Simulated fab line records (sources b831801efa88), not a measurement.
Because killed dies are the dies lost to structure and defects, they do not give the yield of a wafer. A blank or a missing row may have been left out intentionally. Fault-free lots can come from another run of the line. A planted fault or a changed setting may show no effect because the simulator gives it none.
Which tool is to blame? -- flow sky130 -- 6 lots with 18 wafers sampled at 3 steps, on a route of 708 steps

## WHAT THE GAUGES READ, wafer by wafer
SKY_VIA4_THK_MEAS_01.
lot,measured,on,VIA4_HDPCVD_THK (nm)
L943,day 42 08:53,film-metro-02,1733 1755 1725
L945,day 42 22:53,film-metro-03,1742 1756 1743
L948,day 43 14:23,film-metro-02,1739 1717 1750
L950,day 44 11:41,film-metro-02,1746 1747 1756
L959,day 46 12:20,film-metro-02,1744 1776 1738
L963,day 47 04:28,film-metro-03,1774 1757 1777

## WHICH TOOL RAN EACH LOT (tool, then ch and the chambers of the sampled wafers, then the start)
lot,SKY_FIELD_ISO_OXIDATION_01,SKY_CAP2M_CVD_00
L943,"furnace-01 ch 0, day 1 17:42","pecvd-02 ch 0,1,2, day 40 07:33"
L945,"furnace-01 ch 0, day 2 02:25","pecvd-01 ch 0,1,2, day 40 21:30"
L948,"furnace-02 ch 0, day 2 17:41","pecvd-04 ch 0,1,2, day 41 13:40"
L950,"furnace-02 ch 0, day 3 03:19","pecvd-04 ch 0,1,2, day 42 12:39"
L959,"furnace-01 ch 0, day 4 23:07","pecvd-02 ch 1,2, day 44 15:53"
L963,"furnace-02 ch 0, day 5 19:34","pecvd-04 ch 1,2, day 45 09:00"
- SKY_FIELD_ISO_OXIDATION_01: stabilise 600 s, purge 300 s, target thk 12 nm.
- SKY_CAP2M_CVD_00: deposits SiO2, target thk 15.5 nm.

## THE ANSWER, worked out from the rows above alone
Rule: usual is defined by the lots themselves. Put in order of their means at a reading, lots are off if they are a third of the lots or fewer, leave a main group of 4 or more, and stand apart from it by a gap of 3 or more times the standard deviation of the main group's means; of several such gaps the widest counts. The tables above print the reading to a certain number of digits; a main group whose means all agree to those digits is not used. Also off: a lot with no number at a reading for which 4 or more lots have one. The other lots that the step has rows for count as sound.
No lot is off at any reading shown: from this, nothing can be told.

## WHAT HAD BEEN PUT IN BY THE SIMULATOR
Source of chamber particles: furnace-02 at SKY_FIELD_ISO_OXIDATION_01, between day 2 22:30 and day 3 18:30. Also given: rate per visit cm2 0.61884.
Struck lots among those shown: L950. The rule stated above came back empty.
